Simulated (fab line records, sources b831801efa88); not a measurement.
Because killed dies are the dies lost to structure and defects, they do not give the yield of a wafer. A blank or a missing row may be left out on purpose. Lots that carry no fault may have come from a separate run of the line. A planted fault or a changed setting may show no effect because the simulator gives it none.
fab line records ; flow sfqLine ; part 1 of 2: steps 1 to 26 of 37
[record] lots = 5; wafers = 15; lastDay = 80
route steps=325 shown I6@266 M7@281 I7@296
lots with no fault: from the same line, run without faults
startH: start of the lot's first displayed wafer, in hours after the record's first day ; waitH: hours from the lot's prior step to this one ; " identical to the entry in the row above ; L1.1+2: one row covering several wafers at once ; - no value, or no start given ; * or withheld: withheld ; < > ~ a bound
route shown NAME@n: names a module that has steps shown in the file, with the first one's number in the route ; usual: mean and standard deviation over wafers with no fault ; same: alike in all rows ; chamber/n: place in a boat ; sites: per-site readings ; _std_site: standard deviation of those values ; _edge_site: the outer-site mean with the inner-site mean subtracted ; radiusMm: for every site, how far away it sits from the centre of the wafer ; mask NAME#n: copy n ; behind: tool/chamber where the wafer was last shaped ; hold: why the lot went on hold/how many hours it stayed there/how the hold came to an end ; device: names the non-switching transistor (n, p or np) ; end of line: tests of these same wafers at the route's end ; a step with no rows: only its recipe ; killed: not the wafer's yield, but the dies lost to structure and defects at the first sort ; map: per-die view of a wafer (x killed, . not killed, _ where there is no die)
set.NAME: setting as actually run; set.NAME@STEP: the setting as run at that earlier step ; model.NAME: the simulator's own value behind a step, which no gauge read
lots at some steps of the route; a table a step, a row a wafer
services: the hour from which a tool's chamber was out of use, counted from the record's first day as startH (under 0 if before that day), plus the number of hours and why
[[steps]]
[step SFQ_TRILAYER_I6_DEP_PECVD_165]
[recipe] material = SiO2; tempC = 150; timeS = 111.11; pressureTorr = 2.4; rfW = 183.3; precursor = SiH4/N2O; targetThkNm = 500
[usual] heaterPowerW = 85/14; throttleValvePct = 24.6/1.8
[same] timeS = 111.11
lot.wafer;tool;chamber;startH;waitH;heaterPowerW;throttleValvePct
L074.2;pecvd-04;0;1473.26;0.0;107;23.1
L074.3;pecvd-04;1;1473.26;0.0;89;23.4
L074.5;pecvd-04;0;1473.26;0.0;109;22.9
L075.2;pecvd-02;0;1540.06;0.0;77;24.1
L075.3;pecvd-02;2;1540.06;0.0;74;23.7
L075.4;pecvd-02;0;1540.06;0.0;80;23.8
L077.1;pecvd-01;1;1630.34;0.0;110;29.2
L077.2;pecvd-01;0;1630.34;0.0;67;26.7
L077.4;pecvd-01;2;1630.34;0.0;74;25.9
L085.2;pecvd-02;0;1682.62;0.0;73;24.4
L085.4;pecvd-02;0;1682.62;0.0;77;24.5
L085.6;pecvd-02;1;1682.62;0.0;85;22.5
L088.1;pecvd-02;2;1714.35;0.0;76;24.3
L088.2;pecvd-02;0;1714.35;0.0;84;24.6
L088.5;pecvd-02;0;1714.35;0.0;80;24.5
[step SFQ_TRILAYER_I6_CMP_CMP_166]
[recipe] material = SiO2; downForcePsi = 3; platenRpm = 60; padVelocityMS = 0.94248
[usual] motorCurrentA = 9.4/0.85; timeToEndpointS = 218/9
lot.wafer;tool;chamber;startH;waitH;motorCurrentA;timeToEndpointS
L074.2;cmp-02;3;1487.56;14.3;9.5;210
L074.3;cmp-02;2;1489.06;15.8;7.8;224
L074.5;cmp-02;0;1490.06;16.7;8.9;231
L075.3;cmp-02;2;1540.14;0.0;8.1;203
L075.4;cmp-02;3;1540.14;0.0;9.8;198
L075.2;cmp-02;1;1541.64;1.5;9.6;212
L077.2;cmp-01;2;1633.57;3.2;10.1;220
L077.1;cmp-01;3;1633.57;3.2;10.6;230
L077.4;cmp-01;0;1633.57;3.2;9.1;216
L085.4;cmp-01;0;1683.20;0.5;9.3;217
L085.2;cmp-01;1;1683.20;0.5;9.0;212
L085.6;cmp-01;3;1684.70;2.0;10.2;233
L088.2;cmp-02;2;1716.97;2.6;8.3;203
L088.1;cmp-02;3;1716.97;2.6;9.6;205
L088.5;cmp-02;1;1718.47;4.0;10.1;216
[step SFQ_I6_BOW_MEAS_941]
[recipe] mode = bow
[usual] I6_BOW = 8/12
lot.wafer;tool;chamber;startH;waitH;I6_BOW[um]
L074.2;filmMetro-02;-;1490.58;2.5;-6
L074.3;filmMetro-02;-;1490.58;2.5;-16
L074.5;filmMetro-02;-;1490.58;2.5;-13
L075.2;filmMetro-02;-;1543.16;1.0;12
L075.3;filmMetro-02;-;1543.16;1.0;12
L075.4;filmMetro-02;-;1543.16;1.0;19
L077.1;filmMetro-03;-;1636.57;2.0;13
L077.2;filmMetro-03;-;1636.57;2.0;22
L077.4;filmMetro-03;-;1636.57;2.0;17
L085.2;filmMetro-04;-;1685.72;1.5;-2
L085.4;filmMetro-04;-;1685.72;1.5;-3
L085.6;filmMetro-04;-;1685.72;1.5;2
L088.1;filmMetro-02;-;1718.97;1.0;9
L088.2;filmMetro-02;-;1718.97;1.0;1
L088.5;filmMetro-02;-;1718.97;1.0;17
[step SFQ_TRILAYER_I6_METRO_MEASURE_167]
[usual] thkNm = 200.2/1.2
lot.wafer;tool;chamber;startH;waitH;thkNm
L074.2;filmMetro-02;-;1490.88;0.3;198.1
L074.3;filmMetro-02;-;1490.88;0.3;199.8
L074.5;filmMetro-02;-;1490.88;0.3;201.2
L075.2;filmMetro-02;-;1543.46;0.3;199.3
L075.3;filmMetro-02;-;1543.46;0.3;199.2
L075.4;filmMetro-02;-;1543.46;0.3;198.4
L077.1;filmMetro-03;-;1636.69;0.1;202.0
L077.2;filmMetro-03;-;1636.69;0.1;199.9
L077.4;filmMetro-03;-;1636.69;0.1;200.7
L085.2;filmMetro-04;-;1686.02;0.3;200.6
L085.4;filmMetro-04;-;1686.02;0.3;200.4
L085.6;filmMetro-04;-;1686.02;0.3;202.4
L088.1;filmMetro-02;-;1719.09;0.1;199.7
L088.2;filmMetro-02;-;1719.09;0.1;201.2
L088.5;filmMetro-02;-;1719.09;0.1;200.8
[step SFQ_TRILAYER_I6_VIA_LITHO_COAT_174]
[recipe] resist = BARC; spinRpm = 3000; resistThkNm = 62
lot.wafer;tool;chamber;startH;waitH
L074.2+3+5;lithoTrack-03;0;1491.93;0.8
L075.2+3+4;lithoTrack-03;0;1544.51;0.8
L077.1+2+4;lithoTrack-04;0;1637.89;1.0
L085.2+4+6;lithoTrack-04;0;1687.07;0.8
L088.1+2+5;lithoTrack-04;0;1720.29;1.0
[step SFQ_TRILAYER_I6_VIA_LITHO_COAT_169]
[recipe] resist = KrF; spinRpm = 3000; resistThkNm = 650
lot.wafer;tool;chamber;startH;waitH
L074.2+3+5;lithoTrack-03;0;1492.23;0.2
L075.2+3+4;lithoTrack-03;0;1544.81;0.2
L077.1+2+4;lithoTrack-04;0;1638.19;0.2
L085.2+4+6;lithoTrack-04;0;1687.37;0.2
L088.1+2+5;lithoTrack-04;0;1720.59;0.2
[step SFQ_TRILAYER_I6_VIA_LITHO_SOFTBAKE_173]
[recipe] tempC = withheld; timeS = withheld; resist = KrF
lot.wafer;tool;chamber;startH;waitH
L074.2+3+5;lithoTrack-03;0;1492.50;0.2
L075.2+3+4;lithoTrack-03;0;1545.08;0.2
L077.1+2+4;lithoTrack-04;0;1638.49;0.2
L085.2+4+6;lithoTrack-04;0;1687.64;0.2
L088.1+2+5;lithoTrack-04;0;1720.89;0.2
[step SFQ_TRILAYER_I6_VIA_LITHO_EXPOSE_170]
[recipe] maskId = I6; na = 0.6; sourceShape = conventional; sigmaOuter = 0.65; targetCdNm = 700; doseMj = 21.3
[usual] exposureDoseMJCm2 = 21.301/0.022; reticleTempC = 23.02/0.11
lot.wafer;tool;chamber;startH;waitH;mask;exposureDoseMJCm2;reticleTempC
L074.2;krfScanner-01;0;1593.70;-;I6#0;21.282;22.97
L074.3;krfScanner-01;0;1593.70;-;I6#0;21.300;23.05
L074.5;krfScanner-01;0;1593.70;-;I6#0;21.294;22.98
L075.2;krfScanner-02;0;1602.33;-;I6#0;21.303;23.10
L075.3;krfScanner-02;0;1602.33;-;I6#0;21.292;23.09
L075.4;krfScanner-02;0;1602.33;-;I6#0;21.252;23.00
L077.1;krfScanner-01;0;1723.64;-;I6#0;21.308;22.99
L077.2;krfScanner-01;0;1723.64;-;I6#0;21.331;22.96
L077.4;krfScanner-01;0;1723.64;-;I6#0;21.325;23.04
L085.2;krfScanner-01;0;1775.68;-;I6#0;21.320;22.99
L085.4;krfScanner-01;0;1775.68;-;I6#0;21.307;23.03
L085.6;krfScanner-01;0;1775.68;-;I6#0;21.348;22.88
L088.1;krfScanner-01;0;1807.88;-;I6#0;21.292;23.17
L088.2;krfScanner-01;0;1807.88;-;I6#0;21.288;23.22
L088.5;krfScanner-01;0;1807.88;-;I6#0;21.273;23.21
[step SFQ_TRILAYER_I6_VIA_LITHO_PEB_172]
[recipe] pebTempC = 115; pebTimeS = 60; resist = KrF
[usual] heaterPowerTotalW = 79.16/0.067
[same] pebTimeS = 60
lot.wafer;tool;chamber;startH;waitH;heaterPowerTotalW
L074.2;lithoTrack-04;0;1594.72;0.8;79.19
L074.3;lithoTrack-04;0;1594.72;0.8;79.27
L074.5;lithoTrack-04;0;1594.72;0.8;79.06
L075.2;lithoTrack-01;0;1603.35;0.8;79.13
L075.3;lithoTrack-01;0;1603.35;0.8;79.15
L075.4;lithoTrack-01;0;1603.35;0.8;79.17
L077.1;lithoTrack-03;0;1724.84;1.0;79.12
L077.2;lithoTrack-03;0;1724.84;1.0;78.93
L077.4;lithoTrack-03;0;1724.84;1.0;79.23
L085.2;lithoTrack-04;0;1776.71;0.8;78.99
L085.4;lithoTrack-04;0;1776.71;0.8;79.23
L085.6;lithoTrack-04;0;1776.71;0.8;79.09
L088.1;lithoTrack-04;0;1809.08;1.0;79.02
L088.2;lithoTrack-04;0;1809.08;1.0;79.15
L088.5;lithoTrack-04;0;1809.08;1.0;79.12
[step SFQ_TRILAYER_I6_VIA_LITHO_DEVELOP_171]
[recipe] timeS = 60; resist = KrF
[same] timeS = 60
lot.wafer;tool;chamber;startH;waitH
L074.2+3+5;lithoTrack-04;0;1594.87;0.1
L075.2+3+4;lithoTrack-01;0;1603.50;0.1
L077.1+2+4;lithoTrack-03;0;1724.99;0.1
L085.2+4+6;lithoTrack-04;0;1776.86;0.1
L088.1+2+5;lithoTrack-04;0;1809.23;0.1
[step SFQ_I6_OVL_MEAS_942]
[usual] I6_OVL = 0/5.1
lot.wafer;tool;chamber;startH;waitH;I6_OVL[nm]
L074.2;overlay-01;-;1595.00;0.1;4
L074.3;overlay-01;-;1595.00;0.1;0
L074.5;overlay-01;-;1595.00;0.1;0
L075.2;overlay-01;-;1603.63;0.1;-5
L075.3;overlay-01;-;1603.63;0.1;-4
L075.4;overlay-01;-;1603.63;0.1;-4
L077.1;overlay-02;-;1725.14;0.1;5
L077.2;overlay-02;-;1725.14;0.1;5
L077.4;overlay-02;-;1725.14;0.1;2
L085.2;overlay-01;-;1776.99;0.1;-5
L085.4;overlay-01;-;1776.99;0.1;-4
L085.6;overlay-01;-;1776.99;0.1;-5
L088.1;overlay-02;-;1809.38;0.1;-4
L088.2;overlay-02;-;1809.38;0.1;-3
L088.5;overlay-02;-;1809.38;0.1;-6
[step SFQ_TRILAYER_I6_VIA_BARC_OPEN_VIA_ETCH_235]
[recipe] maskMaterial = PR; chemistry = O2; targetDepthNm = 125; target = BARC; sourceW = 500; biasW = 80; pressureMtorr = 30; timeS = 41.7
[usual] drypumpMotorCurrentA = 5.8/0.45; oesProductAu = 0.685/0.0041
[same] timeS = 41.7
lot.wafer;tool;chamber;startH;waitH;drypumpMotorCurrentA;oesProductAu;rfHoursCounterH
L074.2;rieDiel-04;2;1595.03;0.0;6.1;0.681;13
L074.3;rieDiel-04;3;1595.03;0.0;5.6;0.685;20
L074.5;rieDiel-04;2;1595.03;0.0;6.1;0.685;-
L075.2;rieDiel-01;0;1603.66;0.0;6.0;0.686;18
L075.3;rieDiel-01;1;1603.66;0.0;5.4;0.688;14
L075.4;rieDiel-01;3;1603.66;0.0;5.9;0.685;11
L077.1;rieDiel-01;1;1725.17;0.0;5.4;0.686;16
L077.2;rieDiel-01;0;1725.17;0.0;6.0;0.689;1
L077.4;rieDiel-01;3;1725.17;0.0;5.9;0.682;13
L085.2;rieDiel-04;1;1777.02;0.0;6.0;0.681;9
L085.4;rieDiel-04;1;1777.02;0.0;6.0;0.690;-
L085.6;rieDiel-04;0;1777.02;0.0;5.1;0.689;-
L088.1;rieDiel-03;1;1809.42;0.0;6.8;0.683;0
L088.2;rieDiel-03;3;1809.42;0.0;5.3;0.689;20
L088.5;rieDiel-03;2;1809.42;0.0;5.8;0.684;-
[step SFQ_TRILAYER_I6_VIA_ETCH_VIA_ETCH_172]
[recipe] target = SiO2; stopOn = Nb; maskMaterial = PR; taperDeg = 20; chemistry = CHF3; targetDepthNm = 260; sourceW = 500; biasW = 80; pressureMtorr = 30; timeS = withheld
[usual] drypumpMotorCurrentA = 5.8/0.45; oesProductAu = 0.855/0.0049
lot.wafer;tool;chamber;startH;waitH;drypumpMotorCurrentA;oesProductAu
L074.2;rieDiel-04;2;1595.07;0.0;6.1;0.849
L074.3;rieDiel-04;3;1595.07;0.0;5.6;0.856
L074.5;rieDiel-04;2;1595.07;0.0;6.1;0.862
L075.2;rieDiel-01;0;1603.70;0.0;6.0;0.859
L075.3;rieDiel-01;1;1603.70;0.0;5.4;0.856
L075.4;rieDiel-01;3;1603.70;0.0;5.9;0.858
L077.1;rieDiel-01;1;1725.21;0.0;5.4;0.856
L077.2;rieDiel-01;0;1725.21;0.0;6.0;0.854
L077.4;rieDiel-01;3;1725.21;0.0;5.9;0.861
L085.2;rieDiel-04;1;1777.06;0.0;6.0;0.856
L085.4;rieDiel-04;1;1777.06;0.0;6.0;0.852
L085.6;rieDiel-04;0;1777.06;0.0;5.2;0.864
L088.1;rieDiel-03;1;1809.46;0.0;6.8;0.852
L088.2;rieDiel-03;3;1809.46;0.0;5.2;0.857
L088.5;rieDiel-03;2;1809.46;0.0;5.7;0.851
[step SFQ_TRILAYER_I6_VIA_STRIP_STRIP_173]
[recipe] gas = O2; powerW = 200; platenTempC = 40; overashFraction = 0.65; chemistry = O2; pressureMtorr = 50
[usual] drypumpMotorCurrentA = 5.7/0.31; heBacksideLeakSccm = 3.5/0.32; oesProductAu = 0.994/0.012; platenTempC = 39.99/0.1
lot.wafer;tool;chamber;startH;waitH;drypumpMotorCurrentA;heBacksideLeakSccm;oesProductAu;platenTempC;rfHoursCounterH
L074.2;rieMetal-01;0;1595.19;-;5.3;3.1;0.978;39.98;5
L074.3;rieMetal-01;1;1595.19;-;6.1;3.6;0.991;39.91;-
L074.5;rieMetal-01;1;1595.19;-;6.1;3.7;0.985;40.10;-
L075.2;rieMetal-02;0;1603.82;-;5.7;3.8;1.002;39.90;76
L075.3;rieMetal-02;1;1603.82;-;5.9;3.4;0.987;39.95;-
L075.4;rieMetal-02;0;1603.82;-;5.6;3.8;1.001;39.90;-
L077.1;rieMetal-04;1;1725.33;-;5.2;3.5;1.004;40.00;99
L077.2;rieMetal-04;1;1725.33;-;5.2;3.6;0.996;40.01;-
L077.4;rieMetal-04;1;1725.33;-;5.2;3.7;1.002;40.04;-
L085.2;rieMetal-02;0;1777.17;-;5.6;3.8;0.991;40.00;100
L085.4;rieMetal-02;0;1777.17;-;5.6;3.9;1.012;39.84;-
L085.6;rieMetal-02;1;1777.17;-;5.9;3.5;0.987;40.00;-
L088.1;rieMetal-02;0;1809.57;-;5.6;3.6;1.007;40.12;106
L088.2;rieMetal-02;1;1809.57;-;5.9;3.2;0.992;39.97;121
L088.5;rieMetal-02;0;1809.57;-;5.6;3.7;1.004;39.85;-
[step SFQ_TRILAYER_I6_VIA_STRIP_SOLV_CLEAN_174]
[recipe] chemistry = NMP; tempC = 70; timeS = 600
[same] timeS = 600
lot.wafer;tool;chamber;startH;waitH
L074.2+3+5;wetBench-03;4,3,1;1595.79;0.4
L075.2+3+4;wetBench-04;7,2,1;1604.42;0.4
L077.1+2+4;wetBench-03;0,3,6;1726.53;1.0
L085.2+4+6;wetBench-01;0,3,6;1777.77;0.4
L088.1+2+5;wetBench-03;5,3,4;1810.17;0.4
[step SFQ_TRILAYER_M7_DEP_PRE_CLEAN_176]
[recipe] gas = Ar; timeS = 22.5; biasV = 250
[same] timeS = 22.5
lot.wafer;tool;chamber;startH;waitH
L074.2+3+5;pvdSputter-05;-;1595.96;0.0
L075.2+3+4;pvdSputter-06;-;1604.59;0.0
L077.1+2+4;pvdSputter-03;-;1726.70;0.0
L085.2+4+6;pvdSputter-05;-;1777.95;0.0
L088.1+2+5;pvdSputter-06;-;1810.35;0.0
[step SFQ_TRILAYER_M7_DEP_SPUTTER_175]
[recipe] material = Nb; basePressurePa = 1.33e-06; chamberPressurePa = 0.1333; substrateTempC = 20; targetThkNm = 200; powerW = 2000; timeS = 133.3
[usual] throttleValvePct = 30.1/1.2
[same] timeS = 133.3
lot.wafer;tool;chamber;startH;waitH;throttleValvePct
L074.2;pvdSputter-05;-;1596.00;0.0;30.3
L074.3;pvdSputter-05;-;1596.00;0.0;31.9
L074.5;pvdSputter-05;-;1596.00;0.0;29.9
L075.2;pvdSputter-06;-;1604.62;0.0;29.4
L075.3;pvdSputter-06;-;1604.62;0.0;30.6
L075.4;pvdSputter-06;-;1604.62;0.0;29.1
L077.1;pvdSputter-03;-;1726.73;0.0;31.8
L077.2;pvdSputter-03;-;1726.73;0.0;30.1
L077.4;pvdSputter-03;-;1726.73;0.0;28.4
L085.2;pvdSputter-05;-;1777.98;0.0;28.2
L085.4;pvdSputter-05;-;1777.98;0.0;30.2
L085.6;pvdSputter-05;-;1777.98;0.0;32.1
L088.1;pvdSputter-06;-;1810.38;0.0;30.7
L088.2;pvdSputter-06;-;1810.38;0.0;30.2
L088.5;pvdSputter-06;-;1810.38;0.0;30.6
[step SFQ_M7_RS_MEAS_943]
[recipe] thkMeasGauge = four-point-probe; reads = Nb_of_TRILAYER_M7_DEP_SPUTTER_175
[usual] M7_NB_RS = 0.892/0.011
lot.wafer;tool;chamber;startH;waitH;M7_NB_RS[ohm/sq]
L074.2;filmMetro-04;-;1596.12;0.1;0.892
L074.3;filmMetro-04;-;1596.12;0.1;0.882
L074.5;filmMetro-04;-;1596.12;0.1;0.889
L075.2;filmMetro-02;-;1604.73;0.1;0.901
L075.3;filmMetro-02;-;1604.73;0.1;0.884
L075.4;filmMetro-02;-;1604.73;0.1;0.887
L077.1;filmMetro-04;-;1726.82;0.0;0.884
L077.2;filmMetro-04;-;1726.82;0.0;0.908
L077.4;filmMetro-04;-;1726.82;0.0;0.895
L085.2;filmMetro-02;-;1778.09;0.1;0.896
L085.4;filmMetro-02;-;1778.09;0.1;0.910
L085.6;filmMetro-02;-;1778.09;0.1;0.894
L088.1;filmMetro-02;-;1810.47;0.0;0.902
L088.2;filmMetro-02;-;1810.47;0.0;0.898
L088.5;filmMetro-02;-;1810.47;0.0;0.904
[step SFQ_TRILAYER_M7_LITHO_COAT_182]
[recipe] resist = BARC; spinRpm = 3000; resistThkNm = 62
lot.wafer;tool;chamber;startH;waitH
L074.2+3+5;lithoTrack-02;0;1596.33;0.1
L075.2+3+4;lithoTrack-02;0;1604.94;0.1
L077.1+2+4;lithoTrack-02;0;1727.00;0.1
L085.2+4+6;lithoTrack-02;0;1778.30;0.1
L088.1+2+5;lithoTrack-02;0;1810.65;0.1
[step SFQ_TRILAYER_M7_LITHO_COAT_177]
[recipe] resist = KrF; spinRpm = 3000; resistThkNm = 600
lot.wafer;tool;chamber;startH;waitH
L074.2+3+5;lithoTrack-02;0;1596.63;0.2
L075.2+3+4;lithoTrack-02;0;1605.24;0.2
L077.1+2+4;lithoTrack-02;0;1727.30;0.2
L085.2+4+6;lithoTrack-02;0;1778.60;0.2
L088.1+2+5;lithoTrack-02;0;1810.95;0.2
[step SFQ_TRILAYER_M7_LITHO_SOFTBAKE_181]
[recipe] tempC = withheld; timeS = withheld; resist = KrF
lot.wafer;tool;chamber;startH;waitH
L074.2+3+5;lithoTrack-02;0;1596.90;0.2
L075.2+3+4;lithoTrack-02;0;1605.52;0.2
L077.1+2+4;lithoTrack-02;0;1727.60;0.2
L085.2+4+6;lithoTrack-02;0;1778.87;0.2
L088.1+2+5;lithoTrack-02;0;1811.25;0.2
[step SFQ_TRILAYER_M7_LITHO_EXPOSE_178]
[recipe] maskId = M7; na = 0.6; sourceShape = conventional; sigmaOuter = 0.65; targetCdNm = 500; doseMj = 14.4
[usual] exposureDoseMJCm2 = 14.399/0.014; reticleTempC = 22.99/0.1
lot.wafer;tool;chamber;startH;waitH;mask;exposureDoseMJCm2;reticleTempC
L074.2;krfScanner-02;0;1601.13;-;M7#0;14.371;22.98
L074.3;krfScanner-02;0;1601.13;-;M7#0;14.394;23.05
L074.5;krfScanner-02;0;1601.13;-;M7#0;14.409;23.15
L075.2;krfScanner-02;0;1605.84;-;M7#0;14.380;22.77
L075.3;krfScanner-02;0;1605.84;-;M7#0;14.407;22.81
L075.4;krfScanner-02;0;1605.84;-;M7#0;14.421;22.97
L077.1;krfScanner-02;0;1727.88;-;M7#0;14.412;23.06
L077.2;krfScanner-02;0;1727.88;-;M7#0;14.395;23.08
L077.4;krfScanner-02;0;1727.88;-;M7#0;14.404;23.27
L085.2;krfScanner-02;0;1780.46;-;M7#0;14.416;22.93
L085.4;krfScanner-02;0;1780.46;-;M7#0;14.394;22.95
L085.6;krfScanner-02;0;1780.46;-;M7#0;14.385;22.94
L088.1;krfScanner-02;0;1811.40;-;M7#0;14.412;23.02
L088.2;krfScanner-02;0;1811.40;-;M7#0;14.413;22.93
L088.5;krfScanner-02;0;1811.40;-;M7#0;14.400;22.78
[step SFQ_TRILAYER_M7_LITHO_PEB_180]
[recipe] pebTempC = 115; pebTimeS = 60; resist = KrF
[usual] heaterPowerTotalW = 79.15/0.066
[same] pebTimeS = 60
lot.wafer;tool;chamber;startH;waitH;heaterPowerTotalW
L074.2;lithoTrack-01;0;1602.15;0.8;79.07
L074.3;lithoTrack-01;0;1602.15;0.8;79.19
L074.5;lithoTrack-01;0;1602.15;0.8;79.25
L075.2;lithoTrack-02;0;1606.87;0.8;79.18
L075.3;lithoTrack-02;0;1606.87;0.8;79.18
L075.4;lithoTrack-02;0;1606.87;0.8;79.09
L077.1;lithoTrack-04;0;1729.08;1.0;79.13
L077.2;lithoTrack-04;0;1729.08;1.0;79.14
L077.4;lithoTrack-04;0;1729.08;1.0;79.19
L085.2;lithoTrack-02;0;1781.48;0.8;79.21
L085.4;lithoTrack-02;0;1781.48;0.8;79.16
L085.6;lithoTrack-02;0;1781.48;0.8;79.19
L088.1;lithoTrack-04;0;1812.60;1.0;79.22
L088.2;lithoTrack-04;0;1812.60;1.0;79.23
L088.5;lithoTrack-04;0;1812.60;1.0;79.08
[step SFQ_TRILAYER_M7_LITHO_DEVELOP_179]
[recipe] timeS = 60; resist = KrF
[same] timeS = 60
lot.wafer;tool;chamber;startH;waitH
L074.2+3+5;lithoTrack-01;0;1602.30;0.1
L075.2+3+4;lithoTrack-02;0;1607.02;0.1
L077.1+2+4;lithoTrack-04;0;1729.23;0.1
L085.2+4+6;lithoTrack-02;0;1781.63;0.1
L088.1+2+5;lithoTrack-04;0;1812.75;0.1
[step SFQ_M7_OVL_MEAS_945]
[usual] M7_OVL = -2/5.3
lot.wafer;tool;chamber;startH;waitH;M7_OVL[nm]
L074.2;overlay-01;-;1602.43;0.1;-5
L074.3;overlay-01;-;1602.43;0.1;-13
L074.5;overlay-01;-;1602.43;0.1;-8
L075.2;overlay-01;-;1607.15;0.1;-4
L075.3;overlay-01;-;1607.15;0.1;5
L075.4;overlay-01;-;1607.15;0.1;-4
L077.1;overlay-02;-;1729.38;0.1;0
L077.2;overlay-02;-;1729.38;0.1;2
L077.4;overlay-02;-;1729.38;0.1;-2
L085.2;overlay-02;-;1781.76;0.1;1
L085.4;overlay-02;-;1781.76;0.1;2
L085.6;overlay-02;-;1781.76;0.1;-2
L088.1;overlay-02;-;1812.90;0.1;-4
L088.2;overlay-02;-;1812.90;0.1;-8
L088.5;overlay-02;-;1812.90;0.1;-3
[step SFQ_TRILAYER_M7_BARC_OPEN_METAL_ETCH_229]
[recipe] maskMaterial = PR; chemistry = O2; targetDepthNm = 125; target = BARC; icpW = 600; biasW = 80; pressureMtorr = 10; timeS = 41.7
[usual] drypumpMotorCurrentA = 5.4/0.33; heBacksideLeakSccm = 3.54/0.27; oesProductAu = 0.685/0.0044
[same] timeS = 41.7
lot.wafer;tool;chamber;startH;waitH;drypumpMotorCurrentA;heBacksideLeakSccm;oesProductAu;rfHoursCounterH
L074.2;rieMetal-04;1;1602.48;0.0;5.2;3.66;0.688;-
L074.3;rieMetal-04;1;1602.48;0.0;5.2;3.59;0.687;-
L074.5;rieMetal-04;1;1602.48;0.0;5.2;3.66;0.687;-
L075.2;rieMetal-03;1;1607.18;0.0;5.7;3.26;0.692;54
L075.3;rieMetal-03;0;1607.18;0.0;5.0;3.41;0.685;-
L075.4;rieMetal-03;1;1607.18;0.0;5.7;3.20;0.692;-
L077.1;rieMetal-04;1;1729.41;0.0;5.2;3.45;0.682;99
L077.2;rieMetal-04;0;1729.41;0.0;5.5;3.72;0.695;84
L077.4;rieMetal-04;1;1729.41;0.0;5.2;3.61;0.683;-
L085.2;rieMetal-03;0;1781.79;0.0;5.0;3.52;0.688;97
L085.4;rieMetal-03;0;1781.79;0.0;5.0;3.42;0.689;-
L085.6;rieMetal-03;1;1781.79;0.0;5.7;3.24;0.685;-
L088.1;rieMetal-01;0;1812.93;0.0;5.3;3.09;0.696;34
L088.2;rieMetal-01;1;1812.93;0.0;6.1;3.81;0.685;84
L088.5;rieMetal-01;1;1812.93;0.0;6.1;3.92;0.677;-
